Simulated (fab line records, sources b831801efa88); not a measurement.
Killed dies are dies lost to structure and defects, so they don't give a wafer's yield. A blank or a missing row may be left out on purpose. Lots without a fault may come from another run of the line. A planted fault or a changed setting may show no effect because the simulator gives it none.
Which tool did it? | flow gf180mcu | 14 lots, 42 wafers sampled, at 6 steps of a route of 602

WHAT THE GAUGES READ, wafer by wafer
GF_NWELL_TW_MEAS_11.
lot  | measured    | on            | NWELL_TW
L137 | day 3 08:16 | film_metro-03 | 1594 1588 1585
L138 | day 3 13:16 | film_metro-01 | 1570 1569 1566
L141 | day 4 07:24 | film_metro-01 | 1572 1578 1571
L142 | day 4 12:25 | film_metro-03 | 1595 1590 1596
L144 | day 4 23:40 | film_metro-04 | 1588 1583 1582
L146 | day 5 08:45 | film_metro-03 | 1596 1605 1598
L147 | day 5 14:33 | film_metro-01 | 30 30 30
L148 | day 5 20:15 | film_metro-04 | 30 30 30
L150 | day 6 04:42 | film_metro-04 | 1578 1586 1585
L153 | day 6 23:18 | film_metro-04 | 1577 1579 1589
L156 | day 7 16:11 | film_metro-04 | 1579 1586 1576
L157 | day 7 22:17 | film_metro-04 | 1584 1578 1575
L159 | day 8 06:30 | film_metro-01 | 1573 1564 1566
L160 | day 8 17:23 | film_metro-01 | 1574 1582 1571

GF_VT_IMPLANT_OVL_MEAS_07.
lot  | measured     | on         | VT_IMPLANT_OVL (nm)
L137 | day 5 15:40  | overlay-01 | 2.6 1.7 1.4
L138 | day 5 20:13  | overlay-01 | -1.9 -1.8 -2.2
L141 | day 6 17:10  | overlay-01 | -0.6 1.4 0.0
L142 | day 6 23:49  | overlay-01 | -0.2 -1.4 1.9
L144 | day 7 11:16  | overlay-01 | 2.3 3.2 1.5
L146 | day 7 22:34  | overlay-01 | -0.9 1.3 0.4
L147 | day 8 04:01  | overlay-02 | 0.1 -1.3 -0.3
L148 | day 8 11:31  | overlay-02 | -1.4 0.3 0.0
L150 | day 8 20:09  | overlay-02 | -2.9 -3.8 -2.9
L153 | day 9 15:40  | overlay-01 | 1.7 1.7 2.8
L156 | day 10 12:45 | overlay-02 | -1.0 -1.5 0.8
L157 | day 10 19:10 | overlay-01 | 1.5 1.3 1.1
L159 | day 11 05:34 | overlay-01 | -0.3 1.2 -0.2
L160 | day 11 17:13 | overlay-01 | -0.6 -1.1 0.7

GF_VT_IMPLANT_TW_MEAS_32.
lot  | measured     | on            | VT_IMPLANT_3_TW
L137 | day 6 22:31  | film_metro-04 | 265.6 267.9 268.9
L138 | day 7 03:19  | film_metro-04 | 264.8 265.8 265.3
L141 | day 8 00:38  | film_metro-04 | 267.6 268.9 266.7
L142 | day 8 08:22  | film_metro-03 | 269.7 270.5 272.8
L144 | day 8 21:19  | film_metro-03 | 269.3 270.5 270.6
L146 | day 9 08:51  | film_metro-04 | 268.1 267.1 269.2
L147 | day 9 14:25  | film_metro-03 | 268.4 270.8 269.4
L148 | day 9 22:48  | film_metro-04 | 267.3 266.3 267.4
L150 | day 10 07:08 | film_metro-02 | 266.2 266.9 267.6
L153 | day 11 03:21 | film_metro-04 | 267.1 267.6 266.6
L156 | day 12 03:08 | film_metro-03 | 268.3 268.8 267.9
L157 | day 12 09:21 | film_metro-04 | 270.3 268.2 267.9
L159 | day 12 20:34 | film_metro-02 | 267.7 268.6 267.2
L160 | day 13 09:23 | film_metro-02 | 270.2 269.3 269.6

GF_POLY_GATE_OVL_MEAS_11.
lot  | measured     | on         | POLY_GATE_OVL (nm)
L137 | day 9 04:41  | overlay-01 | 12 -2 3
L138 | day 9 10:23  | overlay-01 | 7 -7 -6
L141 | day 10 09:29 | overlay-01 | 16 12 13
L142 | day 10 18:05 | overlay-02 | -4 -3 -6
L144 | day 11 08:59 | overlay-02 | -10 6 -5
L146 | day 12 00:17 | overlay-02 | 4 -6 3
L147 | day 12 05:32 | overlay-02 | 13 13 3
L148 | day 12 11:55 | overlay-01 | 8 7 -1
L150 | day 13 01:35 | overlay-02 | -12 -10 -7
L153 | day 13 19:43 | overlay-01 | 9 3 7
L156 | day 14 21:13 | overlay-01 | 7 -10 -6
L157 | day 15 04:50 | overlay-01 | -5 8 8
L159 | day 15 17:20 | overlay-02 | -1 3 -1
L160 | day 16 07:55 | overlay-02 | 3 0 3

WHICH TOOL RAN EACH LOT (tool, then ch and the chambers of the sampled wafers, then the start)
lot  | GF_DNWELL_STRIP_08                  | GF_NWELL_STRIP_10
L137 | plasma_asher-02 ch 0,1, day 2 18:50 | plasma_asher-01 ch 0,1, day 3 08:11
L138 | plasma_asher-01 ch 0,1, day 2 23:47 | plasma_asher-01 ch 0,1, day 3 13:11
L141 | plasma_asher-02 ch 0,1, day 3 17:40 | plasma_asher-01 ch 0,1, day 4 07:18
L142 | plasma_asher-03 ch 0,1, day 3 22:50 | plasma_asher-02 ch 0,1, day 4 12:20
L144 | plasma_asher-03 ch 0,1, day 4 09:26 | plasma_asher-04 ch 0,1, day 4 23:35
L146 | plasma_asher-02 ch 0, day 4 17:55   | plasma_asher-02 ch 0,1, day 5 08:38
L147 | plasma_asher-02 ch 0,1, day 4 23:49 | plasma_asher-04 ch 0,1, day 5 14:26
L148 | plasma_asher-02 ch 0,1, day 5 05:33 | plasma_asher-01 ch 0,1, day 5 20:09
L150 | plasma_asher-01 ch 0,1, day 5 13:55 | plasma_asher-01 ch 0,1, day 6 04:36
L153 | plasma_asher-03 ch 0,1, day 6 07:16 | plasma_asher-02 ch 0,1, day 6 23:12
L156 | plasma_asher-03 ch 0,1, day 7 00:19 | plasma_asher-02 ch 0,1, day 7 16:05
L157 | plasma_asher-02 ch 0,1, day 7 05:45 | plasma_asher-04 ch 0,1, day 7 22:11
L159 | plasma_asher-03 ch 0,1, day 7 14:07 | plasma_asher-04 ch 0,1, day 8 06:23
L160 | plasma_asher-03 ch 0,1, day 8 00:16 | plasma_asher-02 ch 0,1, day 8 17:17
- GF_DNWELL_STRIP_08: strips in O2/N2.
- GF_NWELL_STRIP_10: strips in O2/N2.

WHAT THE TOOLS THEMSELVES READ (means of the sampled wafers that have a number; where no wafer has one, the mark that the record gives instead)
GF_DNWELL_STRIP_08.
lot  | tool            | chamber_pressure_mTorr (mTorr) | drypump_motor_current_A (A) | heater_power_w (W) | oes_product_au (a.u.) | strip_time_to_endpoint_s (s)
L137 | plasma_asher-02 | 1500.1                         | 5.9                         | 318                | 0.725                 | 37.08
L138 | plasma_asher-01 | 1498.7                         | 5.7                         | 332                | 0.728                 | 36.91
L141 | plasma_asher-02 | 1500.3                         | 5.5                         | 351                | 0.724                 | 36.95
L142 | plasma_asher-03 | 1499.9                         | 5.4                         | 344                | 0.724                 | 37.04
L144 | plasma_asher-03 | 1501.3                         | 5.4                         | 344                | 0.723                 | 36.95
L146 | plasma_asher-02 | 1498.9                         | 6.2                         | 295                | 0.722                 | 37.05
L147 | plasma_asher-02 | -                              | -                           | -                  | -                     | -
L148 | plasma_asher-02 | -                              | -                           | -                  | -                     | -
L150 | plasma_asher-01 | 1499.5                         | 5.7                         | 327                | 0.720                 | 36.96
L153 | plasma_asher-03 | 1500.5                         | 5.4                         | 348                | 0.722                 | 36.90
L156 | plasma_asher-03 | 1500.1                         | 5.2                         | 418                | 0.717                 | 37.10
L157 | plasma_asher-02 | 1500.1                         | 5.5                         | 351                | 0.726                 | 37.16
L159 | plasma_asher-03 | 1500.0                         | 5.2                         | 411                | 0.726                 | 36.91
L160 | plasma_asher-03 | 1500.4                         | 5.4                         | 346                | 0.722                 | 36.92

GF_NWELL_STRIP_10.
lot  | tool            | chamber_pressure_mTorr (mTorr) | drypump_motor_current_A (A) | heater_power_w (W) | oes_product_au (a.u.) | strip_time_to_endpoint_s (s)
L137 | plasma_asher-01 | 1499.7                         | 5.6                         | 327                | 0.721                 | 36.75
L138 | plasma_asher-01 | 1500.0                         | 5.6                         | 332                | 0.723                 | 37.04
L141 | plasma_asher-01 | 1500.6                         | 5.7                         | 330                | 0.721                 | 36.99
L142 | plasma_asher-02 | 1498.8                         | 5.5                         | 350                | 0.724                 | 37.07
L144 | plasma_asher-04 | 1500.0                         | 5.3                         | 342                | 0.726                 | 37.24
L146 | plasma_asher-02 | 1498.4                         | 5.9                         | 325                | 0.719                 | 37.01
L147 | plasma_asher-04 | 1498.3                         | 5.3                         | 345                | 0.742                 | 81.10
L148 | plasma_asher-01 | 1500.8                         | 5.6                         | 319                | 0.740                 | 81.47
L150 | plasma_asher-01 | 1500.5                         | 5.6                         | 328                | 0.723                 | 36.90
L153 | plasma_asher-02 | 1499.9                         | 5.5                         | 358                | 0.725                 | 36.94
L156 | plasma_asher-02 | 1501.2                         | 5.5                         | 354                | 0.723                 | 36.96
L157 | plasma_asher-04 | 1499.9                         | 5.3                         | 347                | 0.727                 | 36.93
L159 | plasma_asher-04 | 1500.4                         | 5.3                         | 346                | 0.724                 | 36.94
L160 | plasma_asher-02 | 1500.7                         | 5.9                         | 320                | 0.722                 | 37.00

THE ANSWER, worked out from the rows above alone
Rule: what is usual is taken from the lots themselves. Put in order of their means at a reading, lots are off if they are a third of the lots or fewer, leave a main group of 4 or more, and stand apart from it by a gap of 3 or more times the standard deviation of the main group's means; of several such gaps the widest counts. A main group whose means are all the same, to the digits that the tables above print for the reading, isn't used. A lot without any number at a reading at which 4 lots or more have one is off too. The other lots that the step has rows for count as sound. The gauges are gone through in route order, then the tools' own readings, and for those a lot's mean is taken as printed above. The first step at which some lot is off is used, and at that step the reading that is off furthest; a lot without a number counts as furthest.
Off: L147, L148, at GF_NWELL_TW_MEAS_11 (NWELL_TW). The main group: mean 1581, standard deviation 9.2.
A tool fits if, at a process step before that reading, it ran every lot that is off, and no sound lot after the first of them. The gauges at GF_NWELL_TW_MEAS_11 aren't tried: what is off there is off at GF_DNWELL_STRIP_08 too, on other tools, and a gauge's error can't cause that. None of those tried fits.

WHAT THE SIMULATOR HAD PUT IN
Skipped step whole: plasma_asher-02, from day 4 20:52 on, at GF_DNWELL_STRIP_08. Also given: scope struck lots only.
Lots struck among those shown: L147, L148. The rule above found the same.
